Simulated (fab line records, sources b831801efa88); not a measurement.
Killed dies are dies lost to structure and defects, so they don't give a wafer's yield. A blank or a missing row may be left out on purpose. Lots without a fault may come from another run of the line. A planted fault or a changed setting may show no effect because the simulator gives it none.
One fault seen from 2 desks | flow gf180mcu | each desk has only its own numbers; what lay behind them comes last

THE METROLOGY DESK
What the gauges read, lot by lot, whatever tool the lot ran on: means of the sampled wafers that have a number. A lot is out of limits, marked OUT, if its mean lies more than 4 standard deviations from the usual mean; the brackets give that distance.
Columns: A = INCOMING_BOW at GF_STI_BOW_MEAS_00, usual 0 um; B = STI_CVD_03_THK at GF_STI_THK_MEAS_04, usual 207.3 nm; C = NWELL_RS at GF_VT_IMPLANT_RS_MEAS_47, usual 487.6 ohm/sq
lot  | first seen here | A  | B     | C
L757 | day 1 15:02     | -3 | 207.7 | 485.6
L758 | day 1 20:00     | 3  | 205.8 | 487.3
L759 | day 2 01:00     | 0  | 205.6 | 487.2
L760 | day 2 06:00     | 0  | 208.8 | 489.3
L761 | day 2 11:00     | -2 | 206.4 | 486.7
L763 | day 2 21:02     | 4  | 205.3 | 488.9
L770 | day 4 08:04     | -0 | 208.1 | 481.2 (-4.0) OUT
L773 | day 4 23:04     | -2 | 209.9 | 486.6
L774 | day 5 04:00     | 2  | 205.8 | 488.9
L775 | day 5 09:01     | -1 | 204.8 | 487.4
L776 | day 5 14:01     | -3 | 204.5 | 488.8
L777 | day 5 19:04     | -3 | 208.6 | 488.2
L778 | day 6 00:00     | 1  | 206.5 | 485.1
This desk's finding: out of limits on L770; first on L770, day 11 10:21 (NWELL_RS at GF_VT_IMPLANT_RS_MEAS_47). In limits: L757, L758, L759, L760, L761, L763, L773, L774, L775, L776, L777, L778.

THE TOOL OWNER'S DESK: implanter-02
The tool's own readings at GF_NWELL_IMPLANT_09: means of the sampled wafers that have a number, for each lot that ran on this tool. A lot is out of limits, marked OUT, if its mean lies more than 4 standard deviations from the usual mean; the brackets give that distance.
Columns: A = beam_on_s at GF_NWELL_IMPLANT_09, usual 9.99 s; B = dose_ions_cm2 at GF_NWELL_IMPLANT_09, usual 4e+12; C = faraday_current_uA at GF_NWELL_IMPLANT_09, usual 22.6
lot  | first seen here | A     | B     | C
L758 | day 3 18:40     | 9.71  | 4e+12 | 23.2
L759 | day 4 00:04     | 10.00 | 4e+12 | 22.6
L763 | day 4 21:53     | 10.05 | 4e+12 | 22.4
L770 | day 6 10:59     | 10.55 | 4e+12 | 21.4
This desk's finding: nothing out of limits on any of the 4 lots.

PUT TOGETHER
The metrology desk could have raised an alarm at day 11 10:21, on L770.
The tool owner's desk saw nothing out of limits.
The tool owner's desk has L770 on record, within its limits.
Of the lots named, all ran GF_NWELL_IMPLANT_09 on implanter-02.

WHAT THE SIMULATOR HAD PUT IN
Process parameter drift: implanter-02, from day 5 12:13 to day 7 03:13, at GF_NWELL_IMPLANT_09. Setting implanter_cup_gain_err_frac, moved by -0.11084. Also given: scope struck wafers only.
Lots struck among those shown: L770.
Hours from the fault's start to each desk's first reading out of limits: the metrology desk, 142.
